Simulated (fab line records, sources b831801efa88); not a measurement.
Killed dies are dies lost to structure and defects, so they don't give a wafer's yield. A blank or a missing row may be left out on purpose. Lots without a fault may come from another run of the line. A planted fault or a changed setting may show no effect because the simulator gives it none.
A struck lot beside a sound one | flow sky130 | 14 steps out of a route of 708
Sound: wafers L519.1, L519.3, L519.4. Struck: wafers L517.3, L517.4, L517.6. The cause comes at the end.
At each step with rows: each side's tool, then ch and its chambers, then its first start. Under that, the readings that differ: sound wafers | struck wafers | difference of the means | sigmas: that difference in standard deviations of wafers without a fault.
alike: readings whose means differ by less than 2 such deviations, and words and numbers that are the same on both sides. not compared: withheld readings, readings that some wafer has no value for, bounds like >300 that may hide the same value, and numbers for which the record gives no deviation and whose values overlap.
The two part at a step that has a row with sigmas, a row that says differs or no value, or rows on one side only. Numbers that don't overlap but have no deviation are shown without sigmas and don't part them. A reading that every wafer of one side lacks parts them only if that side has two wafers or more.

first, 4 steps without rows for these wafers: SKY_LDD_LDN_SOFTBAKE_03 (time 60 s); SKY_LDD_LDN_EXPOSE_04 (exposes mask LDNTM, target cd 700 nm); SKY_LDD_LDN_PEB_05; SKY_LDD_LDN_DEVELOP_06 (develop time 60 s).
SKY_LDD_LDN_OVL_MEAS_07:
  sound on overlay-01, day 27 22:34; struck on overlay-01, day 27 16:31
  alike: LDD_LDN_OVL
then, 4 steps without rows for these wafers: SKY_LDD_LDN_IMPLANT_08; SKY_LDD_LDN_IMPLANT_09; SKY_LDD_LDN_IMPLANT_10; SKY_LDD_LDN_IMPLANT_11.
SKY_LDD_LDN_STRIP_12: strips in O2/N2.
  sound on plasma_asher-03 ch 0,1, day 27 23:11; struck on plasma_asher-01 ch 0,1, day 27 17:10
  reading                      | sound             | struck            | difference | sigmas
  oes_product_au (a.u.)        | 0.722 0.719 0.726 | 0.713 0.711 0.712 | -0.010     | -2
  strip_time_to_endpoint_s (s) | 14.10 14.12 14.11 | 14.19 14.21 14.16 | +0.08      | +2
  alike: drypump_motor_current_A
  not compared: rf_hours_counter_h
SKY_LDD_LDN_TW_MEAS_13:
  sound on film_metro-04, day 27 23:17; struck on film_metro-04, day 27 17:16
  alike: LDD_LDN_TW
then, 1 step without rows for these wafers: SKY_LDD_LDN_CLEAN_14 (cleans in SC1/SC2, time 150 s).
SKY_SPACER_CVD_00: deposits Si3N4 from DCS/NH3, target thk 43.1 nm, time 740 s.
  sound on lpcvd-02 ch 1, day 28 01:03; struck on lpcvd-02 ch 0, day 27 17:21
  no value came back on the struck wafers for pressure_mtorr (mTorr), spike_tc_bottom_C (C), spike_tc_lower_C (C), spike_tc_top_C (C); on the sound wafers pressure_mtorr (mTorr) reads 249.7 249.1 249.4
SKY_PAD_OPEN_PROBE_99:
  the record has rows for the sound wafers here (prober-01, day 49 08:50) and none for the struck ones

WHERE THEY PART
First at SKY_LDD_LDN_STRIP_12; last, within this record, at SKY_PAD_OPEN_PROBE_99.

WHY: what the simulator had put in
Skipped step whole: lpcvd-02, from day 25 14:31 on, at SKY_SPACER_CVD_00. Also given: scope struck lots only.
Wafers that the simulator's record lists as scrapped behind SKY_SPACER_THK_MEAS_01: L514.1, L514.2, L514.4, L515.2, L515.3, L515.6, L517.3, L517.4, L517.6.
